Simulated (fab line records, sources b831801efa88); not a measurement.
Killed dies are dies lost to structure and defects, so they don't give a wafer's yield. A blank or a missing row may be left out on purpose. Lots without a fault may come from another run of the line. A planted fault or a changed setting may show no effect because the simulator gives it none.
Which tool did it? | flow gf180mcu | 6 lots, 18 wafers sampled, at 3 steps of a route of 602

WHAT THE GAUGES READ, wafer by wafer
GF_V4_RS_MEAS_24: measures by four-point-probe.
lot  | measured     | on            | V4_W_RS (ohm/sq)
L209 | day 25 01:28 | film_metro-01 | 0.332 0.334 0.330
L215 | day 27 10:11 | film_metro-01 | 0.324 0.323 0.322
L218 | day 28 04:37 | film_metro-01 | 0.326 0.324 0.324
L226 | day 30 17:52 | film_metro-01 | 0.330 0.330 0.327
L228 | day 30 19:47 | film_metro-04 | 0.333 0.336 0.331
L231 | day 31 14:06 | film_metro-01 | 0.320 0.323 0.326

WHICH TOOL RAN EACH LOT (tool, then ch and the chambers of the sampled wafers, then the start)
lot  | GF_V4_STRIP_18                       | GF_V4_SPUTTER_22
L209 | plasma_asher-04 ch 0,1, day 25 00:41 | pvd_sputter-03, day 25 01:17
L215 | plasma_asher-04 ch 0,1, day 27 09:24 | pvd_sputter-03, day 27 10:02
L218 | plasma_asher-04 ch 0,1, day 28 03:47 | pvd_sputter-04, day 28 04:25
L226 | plasma_asher-02 ch 0,1, day 30 17:01 | pvd_sputter-03, day 30 17:37
L228 | plasma_asher-04 ch 0,1, day 30 18:55 | pvd_sputter-04, day 30 19:31
L231 | plasma_asher-02 ch 0,1, day 31 13:18 | pvd_sputter-02, day 31 13:56
- GF_V4_STRIP_18: strips in O2/N2.
- GF_V4_SPUTTER_22: material TiN, target thk 10 nm, time 40 s.

THE ANSWER, worked out from the rows above alone
Rule: what is usual is taken from the lots themselves. Put in order of their means at a reading, lots are off if they are a third of the lots or fewer, leave a main group of 4 or more, and stand apart from it by a gap of 3 or more times the standard deviation of the main group's means; of several such gaps the widest counts. A main group whose means are all the same, to the digits that the tables above print for the reading, isn't used. A lot without any number at a reading at which 4 lots or more have one is off too. The other lots that the step has rows for count as sound.
No lot is off at any reading shown: from this, nothing can be told.

WHAT THE SIMULATOR HAD PUT IN
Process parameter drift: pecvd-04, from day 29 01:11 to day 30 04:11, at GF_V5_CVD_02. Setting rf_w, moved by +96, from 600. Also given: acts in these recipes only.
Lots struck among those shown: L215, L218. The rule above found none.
